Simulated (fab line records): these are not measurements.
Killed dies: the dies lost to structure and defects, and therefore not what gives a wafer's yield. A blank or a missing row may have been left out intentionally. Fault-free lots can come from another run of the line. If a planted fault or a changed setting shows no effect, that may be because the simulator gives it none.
fab line records | flow sky130
[record] lots = 4 wafers = 12 lastDay = 50
route steps=708 shown VIA4@644 METAL5@661 PASSIVATION@681 PAD_OPEN@708
lots untouched by any fault: they come from a run of this same line in which no faults occurred
startH: hours from the record's first day to the start of the lot's first wafer shown | waitH: time in hours since the lot's previous step | " the same as in the row above | L1.1+2: a single row standing in for several wafers | - value missing, or start not given | * or withheld: withheld | < > ~ a bound
route shown NAME@n: a module of which the file shows steps, and the number in the route of the first | usual: average and standard deviation across the fault-free wafers | same: alike in all rows | chamber/n: place in a boat | sites: each site's reading | _std_site: how widely they spread, as a standard deviation | _edge_site: inner sites' mean taken away from outer sites' mean | radiusMm: for every site, how far away it sits from the centre of the wafer | mask NAME#n: copy n | behind: the last tool/chamber to shape the wafer | hold: cause of the lot's hold/its duration in hours/its outcome | device: the transistor (n, p or np) that didn't switch | end of line: tests of these same wafers at the route's end | a step given without rows: its recipe and nothing more | killed: count of dies lost to structure and defects at first sort (not the wafer's yield) | map: dies across one wafer; x = killed, . = not, _ = none there
set.NAME: setting as actually run; set.NAME@STEP: the setting as run at that earlier step | model.NAME: the simulator's own value behind a step, which no gauge read
lots at some steps of the route; a table a step, a row a wafer
services: a tool's chamber out of use, with start hour (startH, from the record's first day; less than 0 if before it), hours out, and reason
[[steps]]
[step SKY_VIA4_HMDS_05]
[recipe] primeTimeS = 60 primeTempC = 120
[step SKY_VIA4_COAT_06]
[recipe] resist = NOVOLAK spinRpm = 3000 resistThkNm = 1140
[step SKY_VIA4_SOFTBAKE_07]
[recipe] tempC = 90 timeS = 60 resist = NOVOLAK
[step SKY_VIA4_EXPOSE_08]
[recipe] maskId = VIM4 na = 0.6 sourceShape = conventional sigmaOuter = 0.6 polarization = unpolarized targetCdNm = 800 doseMj = 132
[step SKY_VIA4_PEB_09]
[recipe] tempC = withheld timeS = * resist = NOVOLAK
[step SKY_VIA4_DEVELOP_10]
[recipe] resist = NOVOLAK developer = TMAH developTimeS = 60 devTempC = 23
[step SKY_VIA4_ETCH_12]
[recipe] target = SiO2 chemistry = C4F8/O2/Ar stopOn = TiN maskMaterial = NOVOLAK sourceW = 1500 biasW = 1200 pressureMtorr = 40 c4f8FlowSccm = withheld O2_flow_sccm = 6 Ar_flow_sccm = 300 timeS = withheld targetDepthA = 5800
[step SKY_VIA4_STRIP_13]
[recipe] chemistry = O2/N2 powerW = 1400 pressureMtorr = 1500 platenTempC = withheld o2FlowSccm = 3000 n2FlowSccm = 300 overashFraction = 0.5
[step SKY_VIA4_STRIP_14]
[recipe] chemistry = postEtchResidueRemover timeS = 1200 tempC = 72.5
[step SKY_VIA4_CLEAN_15]
[recipe] chemistry = IPA timeS = 180 tempC = 25
[step SKY_VIA4_CLEAN_16]
[recipe] chemistry = O3/DIW dry = n2Spin
[step SKY_VIA4_SPUTTER_17]
[recipe] material = TiN targetThkNm = 20 chamberPressurePa = 5 powerW = 4000 timeS = 80
[usual] throttleValvePct = 29.9/0.77
// columns lot.wafer tool chamber startH waitH throttleValvePct
L961.1 pvdSputter-02 - 1068.60 0.0 30.5
L961.2 " - " " 28.4
L961.5 " - " " 28.4
L972.2 pvdSputter-02 - 1146.65 0.0 30.1
L972.4 " - " " 29.1
L972.5 " - " " 28.4
L971.2 pvdSputter-01 - 1146.86 0.0 29.7
L971.4 " - " " 30.8
L971.5 " - " " 30.6
L973.4 pvdSputter-02 - 1151.24 0.0 28.6
L973.5 " - " " 30.0
L973.6 " - " " 28.3
[step SKY_VIA4_CVD_18]
[recipe] material = W targetThkNm = 505 timeS = 152.14 tempC = 400 pressureTorr = 40
[step SKY_VIA4_CMP_21]
[recipe] stopOn = SiO2 tOverpolishS = 25 downForcePsi = 3.5 platenRpm = 60 targetThkNm = 0 padVelocityMS = 0.94248
[step SKY_METAL5_SPUTTER_00]
[recipe] material = Ti targetThkNm = 15 powerW = 3000 timeS = 10 chamberPressurePa = 0.4
[step SKY_METAL5_SPUTTER_01]
[recipe] material = TiN targetThkNm = 20 powerW = 6500 timeS = 16.7 chamberPressurePa = 0.4
[step SKY_METAL5_SPUTTER_02]
[recipe] material = AlCu targetThkNm = 1150 powerW = 10600 timeS = 61.2 chamberPressurePa = 0.4
[step SKY_METAL5_SPUTTER_03]
[recipe] material = Ti targetThkNm = 5 powerW = 3000 timeS = 3.3 chamberPressurePa = 0.4
[step SKY_METAL5_SPUTTER_04]
[recipe] material = TiN targetThkNm = 70 powerW = 6500 timeS = 58.3 chamberPressurePa = 0.4
[step SKY_METAL5_DEHYDRATE_07]
[recipe] tempC = 200 timeS = 60
[step SKY_METAL5_HMDS_08]
[recipe] primeTimeS = 60 primeTempC = 120
[step SKY_METAL5_COAT_09]
[recipe] resist = NOVOLAK spinRpm = 3000 resistThkNm = 1800
[step SKY_METAL5_SOFTBAKE_10]
[recipe] tempC = 90 timeS = 60 resist = NOVOLAK
[step SKY_METAL5_EXPOSE_11]
[recipe] maskId = MM5 na = 0.6 sourceShape = conventional sigmaOuter = 0.6 polarization = unpolarized targetCdNm = 1600 doseMj = 190
[step SKY_METAL5_PEB_12]
[recipe] tempC = withheld timeS = * resist = NOVOLAK
[step SKY_METAL5_DEVELOP_13]
[recipe] resist = NOVOLAK developer = TMAH developTimeS = 60 devTempC = 23
[step SKY_METAL5_DESCUM_14]
[recipe] chemistry = O2 sourcePowerW = 150 biasPowerW = 0 pressureMtorr = 10 tempC = 40 timeS = 11
[step SKY_METAL5_METAL_ETCH_15]
[recipe] targetDepthA = 12600 stopOn = SiO2 overEtchFrac = 0.2 timeS = 252 chemistry = Cl2/BCl3 resistSidewallDeg = 86 pressureMtorr = 10 icpW = 900 biasW = 48.5 Cl2_flow_sccm = 60 bcl3FlowSccm = 30
[step SKY_METAL5_STRIP_16]
[recipe] chemistry = O2/N2 powerW = 1400 pressureMtorr = 1500 platenTempC = withheld o2FlowSccm = 3000 n2FlowSccm = 300 overashFraction = 0.5
[step SKY_METAL5_STRIP_17]
[recipe] chemistry = postEtchResidueRemover timeS = 1200 tempC = 72.5
[step SKY_METAL5_CLEAN_18]
[recipe] chemistry = IPA timeS = 180 tempC = 25
[step SKY_METAL5_CLEAN_19]
[recipe] chemistry = O3/DIW dry = n2Spin
[step SKY_PASSIVATION_CVD_00]
[recipe] material = SiO2 targetThkNm = 90 tempC = 400 timeS = withheld rfW = 600
[step SKY_PASSIVATION_CVD_02]
[recipe] material = Si3N4 targetThkNm = 540 tempC = 400 timeS = withheld rfW = 450
[step SKY_PASSIVATION_DEHYDRATE_04]
[recipe] tempC = 200 timeS = 60
[step SKY_PAD_OPEN_PROBE_99]
[usual] defectLimitedYield = 82.7/1.9 killed_at_M0_to_M3 = 43/6.6 killed_at_M4_up = 3.1/1.6 killedAtContacts = 23/5.6 killedAtFrontEnd = 15/4.2 killedAtOther = 0.2/0.43 killedDies = 85/9.3 killedOpen = 46/6.6 killedShort = 39/6.2 sort_bin_3_pad_short = 0.8/0.37 sort_bin_5_function = 10.2/1.5 sort_bin_6_memory = 6.2/1.1 sortNPass = 407/9.3 sortYieldPct = 82.7/1.9
[same] grossDies = 492 killedAtBackSide = 0 sort_bin_4_leakage[%] = 0 sort_bin_8_speed[%] = 0
// columns lot.wafer tool chamber startH waitH defectLimitedYield[%] killed_at_M0_to_M3 killed_at_M4_up killedAtContacts killedAtFrontEnd killedAtOther killedDies killedOpen killedShort sort_bin_3_pad_short[%] sort_bin_5_function[%] sort_bin_6_memory[%] sortNPass sortYieldPct[%] model.etest.tester.sortNPass model.etest.tester.sortYieldPct model.etest.tester.sort_bin_5_pct model.etest.tester.sort_bin_3_pct
L961.1 prober-02 - 1132.96 0.1 82.1 53 2 20 12 1 88 41 47 1.0 9.1 7.7 404 82.1 404 82.11 9.146 1.016
L961.2 prober-02 - 1133.01 0.1 83.9 41 6 21 10 1 79 41 38 0.2 8.7 7.1 413 83.9 413 83.94 8.74 0.2033
L961.5 prober-02 - 1133.16 0.2 84.1 38 2 21 17 0 78 39 39 0.8 9.1 5.9 414 84.1 414 84.15 9.146 0.813
L972.2 prober-02 - 1199.90 0.1 76.4 33 53 25 5 0 116 32 32 2.0 15.9 5.7 376 76.4 376 76.42 15.85 2.033
L972.4 prober-02 - 1200.00 0.2 73.6 36 55 28 11 0 130 43 34 2.6 16.1 7.7 362 73.6 362 73.58 16.06 2.642
L972.5 prober-02 - 1200.05 0.2 79.7 33 18 32 16 1 100 44 42 1.6 10.8 7.9 392 79.7 392 79.67 10.77 1.626
L971.2 prober-01 - 1201.40 0.1 82.1 50 4 20 14 0 88 46 42 1.2 9.8 6.9 404 82.1 404 82.11 9.756 1.22
L971.4 prober-01 - 1201.50 0.2 84.6 43 5 15 13 0 76 39 37 1.2 8.7 5.5 416 84.6 416 84.55 8.74 1.22
L971.5 prober-01 - 1201.55 0.2 84.3 45 3 18 11 0 77 40 37 1.4 9.3 4.9 415 84.3 415 84.35 9.35 1.423
L973.4 prober-02 - 1204.54 0.2 81.7 28 18 26 18 0 90 44 29 1.4 10.2 6.7 402 81.7 402 81.71 10.16 1.423
L973.5 prober-02 - 1204.59 0.2 75.0 35 62 13 13 0 123 35 31 2.6 14.8 7.5 369 75.0 369 75 14.84 2.642
L973.6 prober-02 - 1204.64 0.2 81.7 39 26 11 13 1 90 38 28 1.2 11.2 5.9 402 81.7 402 81.71 11.18 1.22
// killed by level:class
L961.1 VIA2:geometricParticle:open=9 VIA1:geometricParticle:short=8 METAL2:geometricParticle:short=8 VIA1:geometricParticle:open=8 VIA3:geometricParticle:open=7 LOCAL_INTERCONNECT:geometricParticle:short=7 POLY_GATE:geometricParticle:short=5 METAL1:geometricParticle:short=5
L961.2 CONTACT:geometricParticle:open=8 VIA1:geometricParticle:open=6 VIA3:geometricParticle:open=6 VIA2:geometricParticle:open=5 METAL4:geometricParticle:short=5 METAL2:geometricParticle:short=4 LOCAL_INTERCONNECT:geometricParticle:open=4 METAL1:geometricParticle:short=4
L961.5 CONTACT:geometricParticle:open=12 VIA2:geometricParticle:open=8 VIA1:geometricParticle:open=5 CONTACT:geometricParticle:short=5 METAL2:geometricParticle:short=5 FIELD_ISO:geometricParticle:open=4 FIELD_ISO:geometricParticle:short=4 VIA3:geometricParticle:short=4
L972.2 VIA4:unspecified=52 CONTACT:geometricParticle:open=9 VIA1:geometricParticle:open=8 LOCAL_INTERCONNECT:geometricParticle:short=6 VIA2:geometricParticle:open=6 FIELD_ISO:geometricParticle:short=4 CONTACT:geometricParticle:short=4 VIA3:geometricParticle:open=4
L972.4 VIA4:unspecified=53 CONTACT:geometricParticle:open=15 VIA3:geometricParticle:open=7 VIA2:geometricParticle:open=6 CONTACT:geometricParticle:short=6 METAL3:geometricParticle:short=6 FIELD_ISO:geometricParticle:open=5 FIELD_ISO:geometricParticle:short=4
L972.5 VIA4:unspecified=14 CONTACT:geometricParticle:open=13 CONTACT:geometricParticle:short=8 VIA2:geometricParticle:open=7 LOCAL_INTERCONNECT:geometricParticle:short=6 LI_CONTACT:geometricParticle:open=5 VIA1:geometricParticle:short=5 VIA1:geometricParticle:open=5
L971.2 CONTACT:geometricParticle:open=10 VIA2:geometricParticle:open=9 VIA3:geometricParticle:open=8 VIA1:geometricParticle:open=7 VIA1:geometricParticle:short=6 FIELD_ISO:geometricParticle:short=5 VIA2:geometricParticle:short=5 METAL3:geometricParticle:short=5
L971.4 VIA1:geometricParticle:open=10 VIA3:geometricParticle:open=8 CONTACT:geometricParticle:open=7 VIA3:geometricParticle:short=7 POLY_GATE:geometricParticle:short=5 VIA2:geometricParticle:open=5 METAL1:geometricParticle:short=5 LI_CONTACT:geometricParticle:open=4
L971.5 VIA3:geometricParticle:open=8 VIA2:geometricParticle:open=7 CONTACT:geometricParticle:open=7 LOCAL_INTERCONNECT:geometricParticle:short=6 VIA1:geometricParticle:open=6 VIA1:geometricParticle:short=5 VIA2:geometricParticle:short=5 LI_CONTACT:geometricParticle:open=4
L973.4 VIA4:unspecified=17 VIA1:geometricParticle:open=8 CONTACT:geometricParticle:open=7 CONTACT:geometricParticle:short=6 VIA2:geometricParticle:open=6 POLY_GATE:geometricParticle:short=5 FIELD_ISO:geometricParticle:open=4 FIELD_ISO:geometricParticle:short=4
L973.5 VIA4:unspecified=57 METAL2:geometricParticle:short=10 VIA1:geometricParticle:open=9 VIA3:geometricParticle:open=7 POLY_GATE:geometricParticle:short=6 FIELD_ISO:geometricParticle:open=4 METAL1:geometricParticle:short=4 LI_CONTACT:geometricParticle:open=4
L973.6 VIA4:unspecified=24 VIA1:geometricParticle:open=16 VIA1:geometricParticle:short=6 POLY_GATE:geometricParticle:short=5 VIA2:geometricParticle:open=4 METAL1:geometricParticle:short=4 CONTACT:geometricParticle:open=3 METAL2:geometricParticle:short=3
// map L972.4 (x killed, . not)
__________..x......._________
________...x.xx......._______
______.....x.x..xxx....._____
_____......x..........x.x____
____.x........x..x.xx...x.___
___.x....x.................__
__......x.xx...........x.x.._
_...x......x........x........
_..x..xx....x...x.......x....
_..x......x............x.....
_.......xx......x............
_x.......x..........x...x....
_.x.....xxx.........x.......x
_xx..xx.xxxxxx.........x..xx.
_.....xxxxxxxx...xx.......x..
__x..xxxxxxxx..x....x..x...._
___..xxxxxxxx.x....xx......__
____.xxxxxxxxx............___
_____xxxxxxxxx.x......x..____
______xx.xx.x.x..x.....x_____
________.x......x..x.._______
__________x....x...._________
// map L973.5 (x killed, . not)
__________x..xxx...x_________
________...xxxxxxxxx.x_______
______x....xxxxxxxxx...x_____
_____..x...xxxxxxxx...xxx____
____......xxxxxxxxxx...x..___
___.......x.xxxxxxxx.......__
__........xxxxxxxxx........x_
_..x....xx..xxxxx............
_.....x...xx.....x.........x.
_.........xx.x.............xx
_........xx.............x....
_.............xx.........xxx.
_.........xxx...x.x........x.
_.............x....x.........
_.x..x......x................
__.....x.........xx....x...x_
___..........x....x........__
____xx..........x.........___
_____...............x....____
______xx.............xx._____
________.....x........_______
__________......x.x._________
[[services]]
// columns tool chamber startH hours kind
pvdSputter-01 - 1058.95 10.0 repair
pvdSputter-02 2 1070.25 - consumableReplace:kit
pvdSputter-02 2 1070.25 18.0 scheduledDown
pvdSputter-02 2 1070.25 18.0 ventCycle
pvdSputter-01 1 1097.82 - consumableReplace:kit
pvdSputter-01 1 1097.82 18.0 scheduledDown
pvdSputter-01 1 1097.82 18.0 ventCycle
[[key]]
[firstSign] step = SKY_PAD_OPEN_PROBE_99 reading = killed_at_M4_up direction = up sigmas = 22 usual = 3.1 struck = 38.7
[effect] step = SKY_PAD_OPEN_PROBE_99 reading = sort_bin_3_pad_short direction = up sigmas = 2.9 usual = 0.8 struck = 1.9 wafersMoved = 5
[modelEffect] step = SKY_PAD_OPEN_PROBE_99 value = etest.tester.sortNPass without = 415 struck = 383.8
metAt SKY_VIA4_SPUTTER_17
struckWafers L972.2,L972.4,L972.5,L973.4,L973.5,L973.6
onsetBetween 1068.60 1146.65
[fault] kind = chamberParticleSource tool = pvdSputter-02 chamber = - onsetH = 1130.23 steps = SKY_VIA4_SPUTTER_17 ratePerVisitCm2 = 0.73196 endH = 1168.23
